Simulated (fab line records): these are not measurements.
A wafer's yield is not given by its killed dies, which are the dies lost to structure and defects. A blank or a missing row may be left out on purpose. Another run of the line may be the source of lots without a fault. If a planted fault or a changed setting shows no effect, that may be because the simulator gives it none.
Tool commonality check || flow sky130 || 14 lots and 48 wafers in the sample

## THE REASON FOR OPENING IT
SKY_SONOS_TUNNEL_TW_MEAS_12, reading SONOS_TUNNEL_TW: flagged on 2 of 14 lots. Fault-free wafers read 194.9, with a standard deviation of 2.1.
Rule: a lot gets a flag if all its wafers with a number sit over 4 standard deviations from that mean, or if no wafer of it has a number. The rest of the lots are taken to be sound.

{"lot": "L370", "measured": "day 12 12:26", "on": "film metro-04", "SONOS_TUNNEL_TW, wafer by wafer": "193.5 193.2 192.0", "flag": ""}
{"lot": "L371", "measured": "day 12 16:59", "on": "film metro-04", "SONOS_TUNNEL_TW, wafer by wafer": "193.5 192.7 192.9", "flag": ""}
{"lot": "L372", "measured": "day 12 19:28", "on": "film metro-03", "SONOS_TUNNEL_TW, wafer by wafer": "197.4 196.3 196.7", "flag": ""}
{"lot": "L375", "measured": "day 14 00:17", "on": "film metro-04", "SONOS_TUNNEL_TW, wafer by wafer": "209.6 208.2 208.3 208.6 208.9 209.7", "flag": "FLAGGED"}
{"lot": "L376", "measured": "day 14 04:01", "on": "film metro-04", "SONOS_TUNNEL_TW, wafer by wafer": "207.7 207.0 208.4 208.8 208.4 207.4", "flag": "FLAGGED"}
{"lot": "L380", "measured": "day 15 08:08", "on": "film metro-04", "SONOS_TUNNEL_TW, wafer by wafer": "192.8 193.0 193.7", "flag": ""}
{"lot": "L381", "measured": "day 15 14:05", "on": "film metro-03", "SONOS_TUNNEL_TW, wafer by wafer": "195.8 196.4 195.3", "flag": ""}
{"lot": "L382", "measured": "day 15 20:30", "on": "film metro-02", "SONOS_TUNNEL_TW, wafer by wafer": "194.7 195.1 194.2", "flag": ""}
{"lot": "L383", "measured": "day 16 05:38", "on": "film metro-03", "SONOS_TUNNEL_TW, wafer by wafer": "197.8 198.6 197.3", "flag": ""}
{"lot": "L384", "measured": "day 16 12:41", "on": "film metro-03", "SONOS_TUNNEL_TW, wafer by wafer": "198.4 198.0 198.0", "flag": ""}
{"lot": "L385", "measured": "day 16 18:43", "on": "film metro-03", "SONOS_TUNNEL_TW, wafer by wafer": "198.6 197.6 198.3", "flag": ""}
{"lot": "L389", "measured": "day 19 08:28", "on": "film metro-03", "SONOS_TUNNEL_TW, wafer by wafer": "197.4 197.0 198.8", "flag": ""}
{"lot": "L390", "measured": "day 19 13:32", "on": "film metro-04", "SONOS_TUNNEL_TW, wafer by wafer": "193.7 193.7 192.9", "flag": ""}
{"lot": "L391", "measured": "day 19 15:49", "on": "film metro-04", "SONOS_TUNNEL_TW, wafer by wafer": "192.7 193.0 193.4", "flag": ""}
Average over the flagged lots: 208.4; offset from the usual +13.5, equal to +6 standard deviations.

## LOT BY LOT: THE TOOL USED
The record holds 1 process step before the reading, out of a route of 708 steps. Cell contents, in order: the tool; ch with the chambers the sampled wafers went through; the start.
{"lot": "L370", "flag": "", "SKY_VT_ADJUST_PCH_COAT_02": "litho track-04 ch 0, day 10 23:23"}
{"lot": "L371", "flag": "", "SKY_VT_ADJUST_PCH_COAT_02": "litho track-04 ch 0, day 11 02:49"}
{"lot": "L372", "flag": "", "SKY_VT_ADJUST_PCH_COAT_02": "litho track-01 ch 0, day 11 05:50"}
{"lot": "L375", "flag": "FLAGGED", "SKY_VT_ADJUST_PCH_COAT_02": "litho track-04, day 12 08:47"}
{"lot": "L376", "flag": "FLAGGED", "SKY_VT_ADJUST_PCH_COAT_02": "litho track-01, day 12 12:17"}
{"lot": "L380", "flag": "", "SKY_VT_ADJUST_PCH_COAT_02": "litho track-02 ch 0, day 13 16:03"}
{"lot": "L381", "flag": "", "SKY_VT_ADJUST_PCH_COAT_02": "litho track-04 ch 0, day 13 22:05"}
{"lot": "L382", "flag": "", "SKY_VT_ADJUST_PCH_COAT_02": "litho track-04 ch 0, day 14 03:01"}
{"lot": "L383", "flag": "", "SKY_VT_ADJUST_PCH_COAT_02": "litho track-04 ch 0, day 14 11:32"}
{"lot": "L384", "flag": "", "SKY_VT_ADJUST_PCH_COAT_02": "litho track-04 ch 0, day 14 18:40"}
{"lot": "L385", "flag": "", "SKY_VT_ADJUST_PCH_COAT_02": "litho track-04 ch 0, day 15 00:56"}
{"lot": "L389", "flag": "", "SKY_VT_ADJUST_PCH_COAT_02": "litho track-02 ch 0, day 17 09:09"}
{"lot": "L390", "flag": "", "SKY_VT_ADJUST_PCH_COAT_02": "litho track-01 ch 0, day 17 14:13"}
{"lot": "L391", "flag": "", "SKY_VT_ADJUST_PCH_COAT_02": "litho track-01 ch 0, day 17 16:46"}
These steps, and what they do:
- SKY_VT_ADJUST_PCH_COAT_02: resist thk 3000 nm.
- SKY_SONOS_TUNNEL_TW_MEAS_12

## FLAGGED AGAINST TOTAL, ONE TOOL AT A TIME (gauges that did the reading follow at the end)
{"step": "SKY_VT_ADJUST_PCH_COAT_02", "tool": "litho track-01", "lots run": 4, "flagged": 1, "share of the flagged lots": "some", "sound lots run after its first flagged lot": "2 (L390,L391)"}
{"step": "SKY_VT_ADJUST_PCH_COAT_02", "tool": "litho track-02", "lots run": 2, "flagged": 0, "share of the flagged lots": "none", "sound lots run after its first flagged lot": "-"}
{"step": "SKY_VT_ADJUST_PCH_COAT_02", "tool": "litho track-04", "lots run": 8, "flagged": 1, "share of the flagged lots": "some", "sound lots run after its first flagged lot": "5 (L381,L382,L383,L384,L385)"}
{"step": "SKY_SONOS_TUNNEL_TW_MEAS_12", "tool": "film metro-02", "lots run": 1, "flagged": 0, "share of the flagged lots": "none", "sound lots run after its first flagged lot": "-"}
{"step": "SKY_SONOS_TUNNEL_TW_MEAS_12", "tool": "film metro-03", "lots run": 6, "flagged": 0, "share of the flagged lots": "none", "sound lots run after its first flagged lot": "-"}
{"step": "SKY_SONOS_TUNNEL_TW_MEAS_12", "tool": "film metro-04", "lots run": 7, "flagged": 2, "share of the flagged lots": "all", "sound lots run after its first flagged lot": "3 (L380,L390,L391)"}

## WHAT THE TABLE ALLOWS
All flagged lots share 1 row of the table, namely film metro-04 at SKY_SONOS_TUNNEL_TW_MEAS_12.
- film metro-04 at SKY_SONOS_TUNNEL_TW_MEAS_12: 2 of its 7 lots flagged. Sound lots followed the first flagged one (L380, L390, L391) on it, something a lasting fault affecting the whole tool could not allow.
Not one row of the table ran every flagged lot while running no sound lot after the first.

## WHAT HAD BEEN PUT IN BY THE SIMULATOR
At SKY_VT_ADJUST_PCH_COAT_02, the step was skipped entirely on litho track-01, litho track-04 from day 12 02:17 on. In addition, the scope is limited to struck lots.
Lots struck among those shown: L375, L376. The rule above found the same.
